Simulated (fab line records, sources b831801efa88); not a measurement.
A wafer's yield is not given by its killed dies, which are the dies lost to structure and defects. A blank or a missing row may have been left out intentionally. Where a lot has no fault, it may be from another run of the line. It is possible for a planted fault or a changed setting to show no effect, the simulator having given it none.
Matching of chambers -- flow gf180mcu -- GF_SAB_CVD_00 on pecvd-02 has 3 sister chambers
The step deposits SiO2 from TEOS, target thk 50 nm, time 4.9302 s. 48 wafers are shown with their chamber, then 12 later ones without.

EACH WAFER AND ITS CHAMBER
wafer,chamber,heater-power-w (W)
L074.1,0,729
L074.2,2,707
L074.3,1,689
L074.4,1,699
L074.5,2,697
L074.6,0,715
L075.2,0,644
L075.3,2,725
L075.4,1,710
L076.3,1,807
L076.5,0,698
L076.6,2,636
L077.1,1,730
L077.2,2,700
L077.3,0,566
L079.2,0,684
L079.4,2,750
L079.6,1,801
L080.1,0,689
L080.2,1,810
L080.3,2,733
L081.1,2,698
L081.3,1,786
L081.5,0,683
L082.1,1,797
L082.2,2,694
L082.3,0,692
L082.4,1,796
L082.5,2,718
L082.6,0,674
L083.1,0,663
L083.2,1,748
L083.3,0,639
L083.4,1,738
L083.5,0,665
L083.6,1,744
L085.1,1,821
L085.2,2,742
L085.3,0,641
L085.4,0,655
L085.5,2,604
L085.6,1,662
L086.2,2,651
L086.4,1,764
L086.5,0,709
L087.1,2,726
L087.2,1,831
L087.3,0,661

SIGNATURES (means of the wafers above)
reading,chamber 0,chamber 1,chamber 2,scatter within a chamber
heater-power-w,671.00,760.76,698.64,43.9
Rule: distance of a wafer from a chamber = root of the sum over the readings of ((wafer's reading minus chamber's mean) / reading's scatter) squared. The wafer belongs to the nearest chamber; if the next one is less than 2 further off, it can't be placed. The scatter is the square root of a quotient: the sum, over the shown wafers, of each reading's squared deviation from its chamber's mean, divided by wafers minus chambers.

WAFERS WITH NO CHAMBER GIVEN
wafer,heater-power-w (W)
L088.1,744
L088.3,820
L088.4,707
L092.1,745
L092.2,766
L092.3,619
L092.4,757
L092.5,778
L092.6,602
L094.3,671
L094.4,660
L094.6,721

WHICH CHAMBER EACH WENT THROUGH
wafer,from the rows above,in truth
L088.1,can't be placed: 1 or 2 or 0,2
L088.3,can't be placed: 1 or 2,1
L088.4,can't be placed: 2 or 0 or 1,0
L092.1,can't be placed: 1 or 2 or 0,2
L092.2,can't be placed: 1 or 2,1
L092.3,can't be placed: 0 or 2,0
L092.4,can't be placed: 1 or 2 or 0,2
L092.5,can't be placed: 1 or 2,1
L092.6,can't be placed: 0 or 2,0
L094.3,can't be placed: 0 or 2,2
L094.4,can't be placed: 0 or 2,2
L094.6,can't be placed: 2 or 1 or 0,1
0 of 12 placed correctly. Can't be placed from these rows: 12 (the true chamber is among the candidates in 12). Number placed wrongly: 0.
